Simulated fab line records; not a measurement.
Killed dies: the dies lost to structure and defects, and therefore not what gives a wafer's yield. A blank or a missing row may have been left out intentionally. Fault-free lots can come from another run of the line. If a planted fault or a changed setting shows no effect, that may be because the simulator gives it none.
Chamber matching -- flow sky130 -- SKY_VIA1_ETCH_14 on rie_diel-04 has 4 sister chambers
The step etches BARC in N2/H2, stops on SiO2, time 45.9 s, target depth 60 nm. 14 wafers are shown with their chamber, then 7 later ones without.

WAFERS WITH THEIR CHAMBER
wafer,chamber,drypump_motor_current_A (A),oes_product_au (a.u.),throttle_valve_pct (%)
L078.3,1,5.7,0.850,13.226
L078.4,3,6.2,0.860,13.225
L078.5,1,5.7,0.853,13.216
L081.1,2,5.2,0.853,13.228
L081.4,1,5.7,0.839,13.220
L081.5,3,6.2,0.856,13.232
L084.4,3,6.3,0.849,13.216
L084.5,2,5.2,0.852,13.235
L084.6,3,6.2,0.854,13.230
L090.1,2,5.3,0.858,13.218
L090.5,0,6.5,0.857,13.234
L090.6,3,6.3,0.851,13.208
L092.1,1,5.7,0.849,13.202
L092.2,0,6.5,0.857,13.221

SIGNATURES (averages over the wafers above)
reading,chamber 0,chamber 1,chamber 2,chamber 3,scatter within a chamber
drypump_motor_current_A,6.500,5.700,5.233,6.240,0.0432
oes_product_au,0.85700,0.84775,0.85433,0.85400,0.00453
throttle_valve_pct,13.22750,13.21600,13.22700,13.22220,0.00973
Rule: distance of a wafer from a chamber = root of the sum over the readings of ((wafer's reading minus chamber's mean) / reading's scatter) squared. If the next closest chamber is less than 2 further off than the closest, the wafer can't be placed; otherwise it belongs to the closest. The scatter: the root of (the sum of the squares of (reading less its chamber's mean) over the shown wafers, divided by (wafers less chambers)).

WAFERS MISSING THEIR CHAMBER
wafer,drypump_motor_current_A (A),oes_product_au (a.u.),throttle_valve_pct (%)
L092.6,6.3,0.859,13.218
L093.1,6.2,0.854,13.234
L093.2,5.7,0.856,13.240
L093.4,5.2,0.850,13.212
L096.2,6.5,0.849,13.230
L096.3,5.2,0.854,13.250
L096.4,5.2,0.857,13.225

WHICH CHAMBER EACH WENT THROUGH
wafer,from the rows above,in truth
L092.6,3,3
L093.1,3,3
L093.2,1,1
L093.4,2,2
L096.2,0,0
L096.3,2,2
L096.4,2,2
Correct placement for 7 of the 7. From these rows, 0 cannot be placed. 0 placed wrongly.
